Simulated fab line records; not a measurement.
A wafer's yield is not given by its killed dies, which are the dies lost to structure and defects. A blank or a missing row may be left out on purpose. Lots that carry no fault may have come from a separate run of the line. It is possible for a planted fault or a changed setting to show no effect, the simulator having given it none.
Struck lot and sound lot, side by side | flow sky130 | 20 steps out of a route of 708
Sound: wafers L456.1, L456.2, L456.6. The struck wafers were L472.2, L472.5, L472.6. The cause is given at the end.
Per side, at each step with rows, come the tool, then ch with its chambers, and then its first start. Under that, the readings that differ: sound wafers | struck wafers | difference of the means | sigmas: that difference in standard deviations of wafers without a fault.
alike: words and numbers the same on both sides, and readings whose means are apart by under 2 such deviations; not compared: readings that were withheld, readings missing a value for some wafer, numbers with overlapping values and no deviation given by the record, and bounds like >300 which may hide the same value.
The two part at a step that has a row with sigmas, a row that says differs or no value, or rows on one side only. Numbers that have no deviation but don't overlap get no sigmas and don't part them. A reading that every wafer of one side lacks parts them only if that side has two wafers or more.

SKY_LDD_HVP_OVL_MEAS_07:
  struck on overlay-01, day 28 18:29; sound on overlay-02, day 23 05:38
  alike: LDD_HVP_OVL
after that, 1 step had no rows for these wafers: SKY_LDD_HVP_IMPLANT_08.
SKY_LDD_HVP_STRIP_09: strips in O2/N2.
  sound on plasma_asher-01 ch 0,1, day 23 05:49; struck on plasma_asher-02 ch 0,1, day 28 18:40
  alike: drypump_motor_current_A, oes_product_au, strip_time_to_endpoint_s
  not compared: rf_hours_counter_h
SKY_LDD_HVP_TW_MEAS_10:
  struck on film_metro-02, day 28 18:46; sound on film_metro-04, day 23 05:55
  alike: LDD_HVP_TW
then, 7 steps without rows for these wafers: SKY_LDD_LDN_DEHYDRATE_00 (time 60 s); SKY_LDD_LDN_HMDS_01 (prime time 60 s); SKY_LDD_LDN_COAT_02 (resist thk 1140 nm); SKY_LDD_LDN_SOFTBAKE_03 (time 60 s); SKY_LDD_LDN_EXPOSE_04 (exposes mask LDNTM, target cd 700 nm); SKY_LDD_LDN_PEB_05; SKY_LDD_LDN_DEVELOP_06 (develop time 60 s).
SKY_LDD_LDN_OVL_MEAS_07:
  struck on overlay-01, day 29 22:42; sound on overlay-02, day 24 11:23
  alike: LDD_LDN_OVL
SKY_LDD_LDN_IMPLANT_08:
  sound on implanter-02 ch 0, day 24 11:25; struck on implanter-02 ch 0, day 29 22:46
  reading                   | sound                | struck               | difference | sigmas
  beam_energy_keV           | 15.005 15.002 15.002 | 21.132 21.133 21.134 | +6.130     | +99 or more
  model.implant.rp_nm (nm)  | 13.32 13.32 13.32    | 16 16 16             | +3         |
  model.implant.drp_nm (nm) | 5.933 5.933 5.933    | 7.494 7.494 7.494    | +1.561     |
  alike: rotation_deg
then, 3 steps without rows for these wafers: SKY_LDD_LDN_IMPLANT_09; SKY_LDD_LDN_IMPLANT_10; SKY_LDD_LDN_IMPLANT_11.
SKY_LDD_LDN_STRIP_12: strips in O2/N2.
  sound on plasma_asher-01 ch 0,1, day 24 12:01; struck on plasma_asher-03 ch 0,1, day 29 23:20
  alike: drypump_motor_current_A, oes_product_au, strip_time_to_endpoint_s
  not compared: rf_hours_counter_h
SKY_LDD_LDN_TW_MEAS_13:
  struck on film_metro-03, day 29 23:26; sound on film_metro-03, day 24 12:07
  reading    | sound          | struck         | difference | sigmas
  LDD_LDN_TW | 1479 1472 1471 | 1508 1519 1509 | +38        | +5
then, 1 step without rows for these wafers: SKY_LDD_LDN_CLEAN_14 (cleans in SC1/SC2, time 150 s).
-- record jumps: 20 days separate the struck wafers' starts on either side; left off in module LDD_LDN, taken up again in module PAD_OPEN, whose first shown step is the route's number 708 --
SKY_PAD_OPEN_PROBE_99:
  struck on prober-02, day 50 09:04; sound on prober-02, day 46 21:42
  reading                         | sound          | struck         | difference | sigmas
  model.etest.tip_sonos.rs_ohm_sq | 2466 2484 2445 | 2398 2441 2429 | -42        |
  alike: killed_at_M0_to_M3, killed_at_M4_up, killed_at_contacts, killed_at_front_end, killed_at_other, killed_dies, killed_open, killed_short

== WHERE THEY PART ==
Last at SKY_LDD_LDN_TW_MEAS_13 as far as this record goes, first at SKY_LDD_LDN_IMPLANT_08. Later steps at which nothing parts them and some readings are alike: SKY_PAD_OPEN_PROBE_99.

WHY: whatever the simulator had introduced
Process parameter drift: implanter-02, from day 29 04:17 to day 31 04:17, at SKY_LDD_LDN_IMPLANT_08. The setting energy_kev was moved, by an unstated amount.
